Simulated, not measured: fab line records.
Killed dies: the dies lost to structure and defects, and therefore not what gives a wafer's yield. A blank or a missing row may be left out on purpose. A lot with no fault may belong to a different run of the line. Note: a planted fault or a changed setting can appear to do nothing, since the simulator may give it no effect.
A lot that was struck, set against a sound lot + flow gf180mcu + 16 steps out of a route of 602
Sound: the wafers L627.2, L627.3, L627.4. Struck: wafer L620.4. (L620.5, L620.6 of the same lot were not struck and are left out.) The cause comes at the end.
Per side, at each step with rows, come the tool, then ch with its chambers, and then its first start. Under that, the readings that differ: sound wafers + struck wafers + difference of the means + sigmas: that difference in standard deviations of wafers without a fault.
alike: readings with means less than 2 such deviations apart, plus words and numbers identical on both sides. not compared: withheld readings, readings lacking a value on some wafer, bounds such as >300 that could conceal the same value, and numbers that have no deviation in the record and whose values overlap.
Wherever a step has rows on one side only, a row that says differs or no value, or a row with sigmas, the two part there. Numbers that have no deviation but don't overlap get no sigmas and don't part them. Lack of a reading on every wafer of one side parts them only where that side has two or more wafers.

first, 4 steps without rows for these wafers: GF_M2_SOFTBAKE_10 (time 60 s); GF_M2_EXPOSE_11 (exposes mask Metal2, target cd 280 nm); GF_M2_PEB_12 (peb time 90 s); GF_M2_DEVELOP_13 (develop time 60 s).
GF_M2_CD_MEAS_14: the cd target is 280 nm.
  sound: cd-sem-01 at day 26 04:49; struck: cd-sem-01 at day 24 01:55
  alike: cd-nm
GF_M2_OVL_MEAS_15:
  sound: overlay-02 at day 26 04:56; struck: overlay-02 at day 24 01:59
  alike: M2_OVL
GF_M2_METAL_ETCH_16: etches the open film in Cl2/BCl3, stops on SiO2, target depth 750.8 nm, time 125.1 s.
  sound on rie-metal-04 ch 0,1, day 26 04:58; struck on rie-metal-01 ch 1, day 24 02:08
  alike: drypump-motor-current-A, oes-product-au, throttle-valve-pct
  not compared: rf-hours-counter-h
GF_M2_STRIP_17: strips in O2/N2.
  sound on plasma-asher-04 ch 0,1, day 26 05:05; struck on plasma-asher-02 ch 0, day 24 02:18
  alike: drypump-motor-current-A, heater-power-w, oes-product-au, strip-time-to-endpoint-s
  not compared: rf-hours-counter-h
then, 3 steps without rows for these wafers: GF_M2_STRIP_18 (strips in post etch residue remover, time 1200 s); GF_M2_CLEAN_19 (cleans in DIW); GF_V2_CVD_00 (deposits SiO2, target thk 600 nm, time 100 s).
GF_V2_THK_MEAS_01:
  sound: film-metro-04 at day 26 05:44; struck: film-metro-01 at day 24 02:55
  alike: V2_CVD_00_THK
GF_V2_CVD_02: deposits SiO2 from TEOS, target thk 850 nm, time 94.851 s.
  sound on pecvd-02 ch 1,2, day 26 05:47; struck on pecvd-01 ch 0, day 24 02:58
| reading                             | sound             | struck | difference | sigmas |
|-------------------------------------|-------------------|--------|------------|--------|
| rf-fwd-power-W (W)                  | 598.2 596.7 594.7 | 696.2  | +99.7      | +50    |
| model.SiO2_of_V2_CVD_02.thk-nm (nm) | 838.8 827.7 848.6 | 887.2  | +48.8      |        |
  alike: heater-power-w
GF_V2_THK_MEAS_03:
  sound: film-metro-01 at day 26 05:52; struck: film-metro-03 at day 24 03:02
| reading            | sound       | struck | difference | sigmas |
|--------------------|-------------|--------|------------|--------|
| V2_CVD_02_THK (nm) | 839 827 849 | 887    | +49        | +4     |
GF_V2_CMP_04: polishes SiO2.
  sound on cmp-01 ch 0,2,3, day 26 06:03; struck on cmp-01 ch 1, day 24 03:10
  alike: motor-current-A, time-to-endpoint-s
next, for these wafers, 1 step has no rows: GF_PASSIVATION_PROBE_99.

== WHERE THEY PART ==
At GF_V2_CVD_02 first; at GF_V2_THK_MEAS_03 last (within this record only). Later steps at which nothing parts them and some readings are alike: GF_V2_CMP_04.

WHY: whatever the simulator had introduced
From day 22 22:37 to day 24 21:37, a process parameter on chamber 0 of pecvd-01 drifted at GF_V2_CVD_02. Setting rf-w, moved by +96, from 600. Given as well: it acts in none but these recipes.
